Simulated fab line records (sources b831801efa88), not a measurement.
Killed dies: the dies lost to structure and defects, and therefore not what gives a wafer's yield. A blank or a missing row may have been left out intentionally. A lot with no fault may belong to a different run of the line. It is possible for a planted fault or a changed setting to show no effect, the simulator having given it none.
Matching of chambers	flow gf180mcu	GF_V1_CMP_26 on cmp-01: 4 sister chambers
The step polishes, stops on SiO2, t overpolish 15 s, target thk 0 nm. 8 wafers are shown with their chamber, then 9 later ones without.

## WAFERS PAIRED WITH THEIR CHAMBERS
wafer	chamber	motorCurrentA (A)	timeToEndpointS (s)
L451.6	3	11.4	81.9
L462.4	2	11.7	89.2
L464.1	0	11.0	84.3
L464.3	1	9.8	82.1
L464.6	0	10.9	83.8
L465.2	2	12.5	86.0
L465.3	3	11.8	86.1
L465.5	1	9.7	84.8

## WAFERS WITHOUT THEIR CHAMBER
wafer	motorCurrentA (A)	timeToEndpointS (s)
L466.1	11.2	82.3
L466.3	10.7	84.0
L466.6	12.1	88.8
L468.1	10.8	85.6
L468.3	11.7	91.3
L468.6	12.9	86.2
L473.1	11.7	85.1
L473.3	10.1	82.5
L473.4	11.4	82.6

## CHAMBER TAKEN BY EACH
wafer	from the rows above	in truth
L466.1	can't be placed: 0 or 3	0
L466.3	0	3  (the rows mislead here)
L466.6	2	2
L468.1	can't be placed: 0 or 3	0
L468.3	can't be placed: 2 or 3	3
L468.6	can't be placed: 2 or 3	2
L473.1	can't be placed: 3 or 2 or 0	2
L473.3	can't be placed: 1 or 0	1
L473.4	can't be placed: 3 or 0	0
Placed correctly: 1 of 9. Cannot be placed on the basis of these rows: 7; the candidates contain the true chamber in 7. Placed wrongly: 1.
How it was worked out, from the rows above alone: a wafer's distance from a chamber is the root of the sum, over the readings, of the square of ((its reading less the chamber's mean) divided by the reading's scatter). The wafer belongs to the nearest chamber; if the next one is less than 2 further off, it can't be placed. For every chamber, the mean is computed from those of its wafers that are shown. The scatter: the root of (the sum of the squares of (reading less its chamber's mean) over the shown wafers, divided by (wafers less chambers)).
